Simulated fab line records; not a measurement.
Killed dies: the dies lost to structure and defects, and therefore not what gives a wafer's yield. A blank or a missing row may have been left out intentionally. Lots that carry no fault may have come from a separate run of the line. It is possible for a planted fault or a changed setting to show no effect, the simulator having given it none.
Comparing a struck lot with a sound one :: flow sfq-line :: 42 out of 325 route steps
Sound: the wafers L280.1, L280.2, L280.6. Struck: wafer L285.6 (left out: L285.1, L285.2 of the same lot, which were not struck); the cause appears at the end.
For every step that has rows: the tool of each side, followed by ch and its chambers, followed by its first start. Under that, the readings that differ: sound wafers :: struck wafers :: difference of the means :: sigmas: that difference in standard deviations of wafers without a fault.
alike: same words and numbers on both sides, and readings whose means sit less than 2 such deviations apart. not compared: any withheld reading, any reading some wafer has no value for, any bound like >300 that may hide the same value, and any number with overlapping values for which the record gives no deviation.
The two part at a step that has a row with sigmas, a row that says differs or no value, or rows on one side only. Non-overlapping numbers with no deviation appear without sigmas and do not part them. A reading that every wafer of one side lacks parts them only if that side has two wafers or more.

first, 6 steps without rows for these wafers: SFQ_TRILAYER_I0_VIA_LITHO_COAT_036 (resist thk 62 nm); SFQ_TRILAYER_I0_VIA_LITHO_COAT_031 (resist thk 650 nm); SFQ_TRILAYER_I0_VIA_LITHO_SOFTBAKE_035; SFQ_TRILAYER_I0_VIA_LITHO_EXPOSE_032 (exposes mask I0, target cd 500 nm); SFQ_TRILAYER_I0_VIA_LITHO_PEB_034 (peb time 60 s); SFQ_TRILAYER_I0_VIA_LITHO_DEVELOP_033 (time 60 s).
SFQ_I0_OVL_MEAS_908:
  sound on overlay-01 at day 20 01:29; struck on overlay-02 at day 22 10:25
  alike: I0_OVL
SFQ_TRILAYER_I0_VIA_BARC_OPEN_VIA_ETCH_046: etches BARC in O2, target depth 125 nm, time 41.7 s.
  sound on rie-diel-02 ch 0,1,2, day 20 01:32; struck on rie-diel-01 ch 1, day 22 10:27
reading: oes-product-au (a.u.)
sound: 0.687 0.678 0.680
struck: 0.694
difference: +0.012
sigmas: +3
  alike: chamber-pressure-mTorr, drypump-motor-current-A
  not compared: rf-hours-counter-h
SFQ_TRILAYER_I0_VIA_ETCH_VIA_ETCH_034: etches SiO2 in CHF3, stops on Nb, target depth 260 nm.
  sound on rie-diel-02 ch 0,1,2, day 20 01:34; struck on rie-diel-01 ch 1, day 22 10:29
reading: chamber-pressure-mTorr (mTorr)
sound: 30.00 29.99 30.02
struck: 30.08
difference: +0.08
sigmas: +3
  alike: drypump-motor-current-A, oes-product-au
SFQ_TRILAYER_I0_VIA_STRIP_STRIP_035: strips in O2.
  sound on rie-metal-01 ch 0,1, day 20 01:41; struck on rie-metal-01 ch 0, day 22 10:37
  alike: chamber-pressure-mTorr, drypump-motor-current-A, oes-product-au
  not compared: rf-hours-counter-h
then, 2 steps without rows for these wafers: SFQ_TRILAYER_I0_VIA_STRIP_SOLV_CLEAN_036 (cleans in NMP, time 600 s); SFQ_TRILAYER_M1_DEP_PRE_CLEAN_038 (time 22.5 s).
SFQ_TRILAYER_M1_DEP_SPUTTER_037: material Nb, target thk 200 nm, time 133.3 s.
  sound on pvd-sputter-03 at day 20 02:29; struck on pvd-sputter-03 at day 22 11:26
reading: model.Nb_of_TRILAYER_M1_DEP_SPUTTER_037.thk-nm (nm)
sound: 200.4 203.2 204.1
struck: 317.5
difference: +114.9
sigmas: 
  alike: substrate-temp-c, throttle-valve-pct
SFQ_M1_RS_MEAS_909: uses a four-point probe to measure.
  sound on film-metro-04 at day 20 02:34; struck on film-metro-03 at day 22 11:31
reading: M1_NB_RS (ohm/sq)
sound: 0.888 0.876 0.874
struck: 0.557
difference: -0.322
sigmas: -40
then, 6 steps without rows for these wafers: SFQ_TRILAYER_M1_LITHO_COAT_044 (resist thk 62 nm); SFQ_TRILAYER_M1_LITHO_COAT_039 (resist thk 600 nm); SFQ_TRILAYER_M1_LITHO_SOFTBAKE_043; SFQ_TRILAYER_M1_LITHO_EXPOSE_040 (exposes mask M1, target cd 500 nm); SFQ_TRILAYER_M1_LITHO_PEB_042 (peb time 60 s); SFQ_TRILAYER_M1_LITHO_DEVELOP_041 (time 60 s).
-- the record jumps here: 5 days lie between the struck wafers' starts before and after --
SFQ_M1_OVL_MEAS_911:
  sound on overlay-01 at day 26 20:16; struck on overlay-01 at day 27 02:16
  alike: M1_OVL
then, 1 step without rows for these wafers: SFQ_TRILAYER_M1_BARC_OPEN_METAL_ETCH_054 (etches BARC in O2, target depth 125 nm, time 41.7 s).
SFQ_TRILAYER_M1_ETCH_METAL_ETCH_042: etches Nb in Cl2/Ar, stops on SiO2, target depth 240 nm, time 120 s.
  sound on rie-metal-03 ch 0,1, day 26 20:22; struck on rie-metal-01 ch 1, day 27 02:22
reading: oes-product-au (a.u.)
sound: 0.898 0.900 0.894
struck: 0.999
difference: +0.102
sigmas: +15
  alike: chamber-pressure-mTorr, drypump-motor-current-A
  not compared: rf-hours-counter-h
SFQ_TRILAYER_M1_STRIP_STRIP_043: strips in O2.
  sound on rie-metal-03 ch 0,1, day 26 20:29; struck on rie-metal-01 ch 1, day 27 02:29
  alike: chamber-pressure-mTorr, drypump-motor-current-A, oes-product-au
  not compared: rf-hours-counter-h
then, 3 steps without rows for these wafers: SFQ_TRILAYER_M1_STRIP_SOLV_CLEAN_044 (cleans in NMP, time 600 s); SFQ_TRILAYER_I1_DEP_PECVD_045 (deposits SiO2 from SiH4/N2O, time 111.11 s, target thk 500 nm); SFQ_TRILAYER_I1_CMP_CMP_046 (polishes SiO2).
SFQ_I1_BOW_MEAS_912:
  sound on film-metro-04 at day 27 00:21; struck on film-metro-02 at day 27 11:09
  alike: I1_BOW
then, 7 steps without rows for these wafers: SFQ_TRILAYER_I1_METRO_MEASURE_047; SFQ_TRILAYER_I1_VIA_LITHO_COAT_054 (resist thk 62 nm); SFQ_TRILAYER_I1_VIA_LITHO_COAT_049 (resist thk 650 nm); SFQ_TRILAYER_I1_VIA_LITHO_SOFTBAKE_053; SFQ_TRILAYER_I1_VIA_LITHO_EXPOSE_050 (exposes mask I1, target cd 500 nm); SFQ_TRILAYER_I1_VIA_LITHO_PEB_052 (peb time 60 s); SFQ_TRILAYER_I1_VIA_LITHO_DEVELOP_051 (time 60 s).
-- the record jumps here: 6 days lie between the struck wafers' starts before and after --
SFQ_I1_OVL_MEAS_913:
  sound on overlay-01 at day 32 12:38; struck on overlay-01 at day 33 00:38
  alike: I1_OVL
then, 2 steps without rows for these wafers: SFQ_TRILAYER_I1_VIA_BARC_OPEN_VIA_ETCH_071 (etches BARC in O2, target depth 125 nm, time 41.7 s); SFQ_TRILAYER_I1_VIA_ETCH_VIA_ETCH_052 (etches SiO2 in CHF3, stops on Nb, target depth 260 nm).
SFQ_TRILAYER_I1_VIA_STRIP_STRIP_053: strips in O2.
  sound on rie-metal-04 ch 0,1, day 32 12:49; struck on rie-metal-04 ch 1, day 33 00:49
  alike: chamber-pressure-mTorr, drypump-motor-current-A, oes-product-au
  not compared: rf-hours-counter-h
then, 2 steps without rows for these wafers: SFQ_TRILAYER_I1_VIA_STRIP_SOLV_CLEAN_054 (cleans in NMP, time 600 s); SFQ_TRILAYER_M2_DEP_PRE_CLEAN_056 (time 22.5 s).
-- the record jumps here: 58 days lie between the struck wafers' starts before and after --
SFQ_M8_BOW_MEAS_951:
  sound on film-metro-03 at day 90 10:11; struck on film-metro-02 at day 91 10:11
reading: model.etest.m1.comb-log10-ohm
sound: 12 12 12
struck: 0
difference: -12
sigmas: 

reading: model.etest.m1.ohm-sq
sound: 0.8886 0.8765 0.8725
struck: 0.5609
difference: -0.3183
sigmas: 
  alike: M8_BOW

## WHERE THEY PART
Last at SFQ_TRILAYER_M1_ETCH_METAL_ETCH_042 as far as this record goes, first at SFQ_TRILAYER_I0_VIA_BARC_OPEN_VIA_ETCH_046. Later steps at which nothing parts them and some readings are alike: SFQ_TRILAYER_M1_STRIP_STRIP_043, SFQ_I1_BOW_MEAS_912, SFQ_I1_OVL_MEAS_913, SFQ_TRILAYER_I1_VIA_STRIP_STRIP_053, SFQ_M8_BOW_MEAS_951.

WHY: the cause the simulator had injected
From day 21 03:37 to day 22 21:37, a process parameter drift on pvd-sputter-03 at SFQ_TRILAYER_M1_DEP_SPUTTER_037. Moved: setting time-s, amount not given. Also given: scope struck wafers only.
